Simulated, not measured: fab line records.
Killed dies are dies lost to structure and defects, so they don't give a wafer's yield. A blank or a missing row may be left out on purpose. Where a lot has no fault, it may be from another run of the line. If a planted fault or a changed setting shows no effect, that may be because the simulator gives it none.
Chamber matching :: flow gf180mcu :: GF_V2_CMP_04 on cmp-02 has 4 sister chambers
The step polishes SiO2. 8 wafers are shown with their chamber, then 7 later ones without.

## WAFERS, EACH WITH ITS CHAMBER
wafer: L345.5
chamber: 3
motor_current_A (A): 10.9
platen_rpm (rpm): 60.00

wafer: L346.3
chamber: 3
motor_current_A (A): 10.2
platen_rpm (rpm): 60.00

wafer: L346.6
chamber: 2
motor_current_A (A): 11.8
platen_rpm (rpm): 60.04

wafer: L348.2
chamber: 1
motor_current_A (A): 11.7
platen_rpm (rpm): 60.04

wafer: L348.3
chamber: 2
motor_current_A (A): 11.6
platen_rpm (rpm): 59.99

wafer: L348.6
chamber: 0
motor_current_A (A): 10.6
platen_rpm (rpm): 60.03

wafer: L351.2
chamber: 0
motor_current_A (A): 10.3
platen_rpm (rpm): 60.01

wafer: L351.3
chamber: 1
motor_current_A (A): 11.6
platen_rpm (rpm): 59.94

## WAFERS WITHOUT THEIR CHAMBER
wafer: L351.5
motor_current_A (A): 11.8
platen_rpm (rpm): 60.07

wafer: L352.1
motor_current_A (A): 10.7
platen_rpm (rpm): 59.98

wafer: L352.2
motor_current_A (A): 11.7
platen_rpm (rpm): 60.05

wafer: L352.3
motor_current_A (A): 10.7
platen_rpm (rpm): 59.99

wafer: L364.2
motor_current_A (A): 11.7
platen_rpm (rpm): 59.99

wafer: L364.4
motor_current_A (A): 10.5
platen_rpm (rpm): 60.05

wafer: L364.6
motor_current_A (A): 11.7
platen_rpm (rpm): 60.03

## WHICH CHAMBER EACH WENT THROUGH
wafer: L351.5
from the rows above: can't be placed: 2 or 1
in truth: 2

wafer: L352.1
from the rows above: can't be placed: 3 or 0
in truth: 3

wafer: L352.2
from the rows above: can't be placed: 2 or 1
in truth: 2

wafer: L352.3
from the rows above: can't be placed: 3 or 0
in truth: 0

wafer: L364.2
from the rows above: can't be placed: 1 or 2
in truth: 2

wafer: L364.4
from the rows above: can't be placed: 0 or 3
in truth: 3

wafer: L364.6
from the rows above: can't be placed: 2 or 1
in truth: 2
Placed correctly: 0 of 7. Can't be placed from these rows: 7 (the true chamber is among the candidates in 7). 0 placed wrongly.
How it was worked out, from the rows above alone: a wafer's distance from a chamber is the root of the sum, over the readings, of the square of ((its reading less the chamber's mean) divided by the reading's scatter). The wafer belongs to the nearest chamber; if the next one is less than 2 further off, it can't be placed. Each chamber's mean is taken over the wafers shown for it. The scatter: the root of (the sum of the squares of (reading less its chamber's mean) over the shown wafers, divided by (wafers less chambers)).
